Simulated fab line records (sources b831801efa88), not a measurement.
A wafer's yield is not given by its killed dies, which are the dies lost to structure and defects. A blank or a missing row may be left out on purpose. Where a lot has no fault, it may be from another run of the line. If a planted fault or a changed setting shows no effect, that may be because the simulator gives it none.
Split-lot study + flow sfq line + 23 wafers read across 5 lots, on a route 325 steps long

## THE SPLIT
At SFQ_TRILAYER_M6_LITHO_EXPOSE_160 (exposes mask M6, target cd 500 nm), the setting dose mj was moved away from the recipe's 14.4 on 5 of the 23 wafers read, by -4.2% to +6.9%. This setting was run at the recipe's value on the other wafers.

## FROM THE SPLIT TO THE READING: what the file shows between them, 2 steps
- SFQ_TRILAYER_M6_LITHO_PEB_162: peb time 60 s
- SFQ_TRILAYER_M6_LITHO_DEVELOP_161: time 60 s

## THE READING
M6.cd nm (the simulator's own value, which no gauge read), in nm, at SFQ_TRILAYER_M6_BARC_OPEN_METAL_ETCH_206 (etches BARC in O2, target depth 125 nm, time 41.7 s). No usual value for it is given in the file. Across the 18 wafers here that went through the recipe, the average is 499.8 nm and the standard deviation 0.97 nm.

| wafer  | tool, chamber at the split | dose mj as run | against the recipe | M6.cd nm, nm | against lot-mates on the recipe |
|--------|----------------------------|----------------|--------------------|--------------|---------------------------------|
| L074.1 | krf scanner-02, 0          | 14.4           | recipe             | 500.8        | -                               |
| L074.2 | krf scanner-02, 0          | 14.4           | recipe             | 499.3        | -                               |
| L074.6 | krf scanner-02, 0          | 14.4           | recipe             | 499.6        | -                               |
| L075.1 | krf scanner-02, 0          | 14.4           | recipe             | 499.4        | -                               |
| L075.2 | krf scanner-02, 0          | 13.79          | -4.2%              | 505.6        | +6.4                            |
| L075.3 | krf scanner-02, 0          | 13.79          | -4.2%              | 506.2        | +7.0                            |
| L075.5 | krf scanner-02, 0          | 14.4           | recipe             | 499.8        | -                               |
| L075.6 | krf scanner-02, 0          | 14.4           | recipe             | 498.4        | -                               |
| L077.1 | krf scanner-02, 0          | 14.4           | recipe             | 501.8        | -                               |
| L077.2 | krf scanner-02, 0          | 14.4           | recipe             | 499.7        | -                               |
| L077.4 | krf scanner-02, 0          | 14.4           | recipe             | 500.2        | -                               |
| L077.5 | krf scanner-02, 0          | 14.4           | recipe             | 500.9        | -                               |
| L077.6 | krf scanner-02, 0          | 14.4           | recipe             | 501.9        | -                               |
| L078.1 | krf scanner-02, 0          | 15.4           | +6.9%              | 489.1        | -10.3                           |
| L078.2 | krf scanner-02, 0          | 14.4           | recipe             | 498.5        | -                               |
| L078.3 | krf scanner-02, 0          | 15.4           | +6.9%              | 488.4        | -11.1                           |
| L078.4 | krf scanner-02, 0          | 15.4           | +6.9%              | 489.6        | -9.8                            |
| L078.5 | krf scanner-02, 0          | 14.4           | recipe             | 500.4        | -                               |
| L080.1 | krf scanner-02, 0          | 14.4           | recipe             | 499.1        | -                               |
| L080.2 | krf scanner-02, 0          | 14.4           | recipe             | 499.3        | -                               |
| L080.6 | krf scanner-02, 0          | 14.4           | recipe             | 499.3        | -                               |
| L080.4 | krf scanner-02, 0          | 14.4           | recipe             | 499.8        | -                               |
| L080.5 | krf scanner-02, 0          | 14.4           | recipe             | 499          | -                               |

THE FIT
A straight line over all 23 wafers: M6.cd nm changes by -1.53 nm for each +1% of dose mj; r = -0.98; the points scatter about the line by 0.93 nm.
The same after taking each lot's own level away (the mean of its wafers on the recipe; 23 wafers): -1.52 nm for each +1%; r = -0.99; scatter 0.67 nm.
Per that fit: largest dose mj move, reading shift of 11 nm.
From 499.20 to 500.90 nm: that is the span of the lots' own levels, equal to 1.8 times the standard deviation above.
Hence the lot-to-lot level has little effect on the slope; both slopes agree.
Check: -10.6 nm against its lot-mates is what the line predicts for one of the wafers moved furthest among these (+6.9%) when that wafer is left out of the fit. Against them it came out at -10.3 nm.

## THESE WAFERS: OTHER SPLITS
These wafers also went through other splits before the reading. Each is held against what the fit with the lots' levels taken away leaves over:
| other split on the same wafers                | wafers away from the commonest value | r with M6.cd nm (lot level and that fit taken away) |
|-----------------------------------------------|--------------------------------------|-----------------------------------------------------|
| SFQ_TRILAYER_C5_BARC_OPEN_VIA_ETCH_210 time s | 3                                    | +0.05                                               |

## THE FILE'S OWN FIT
M6.cd nm changes by -1.53 nm for each +1% of dose mj, r = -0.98.
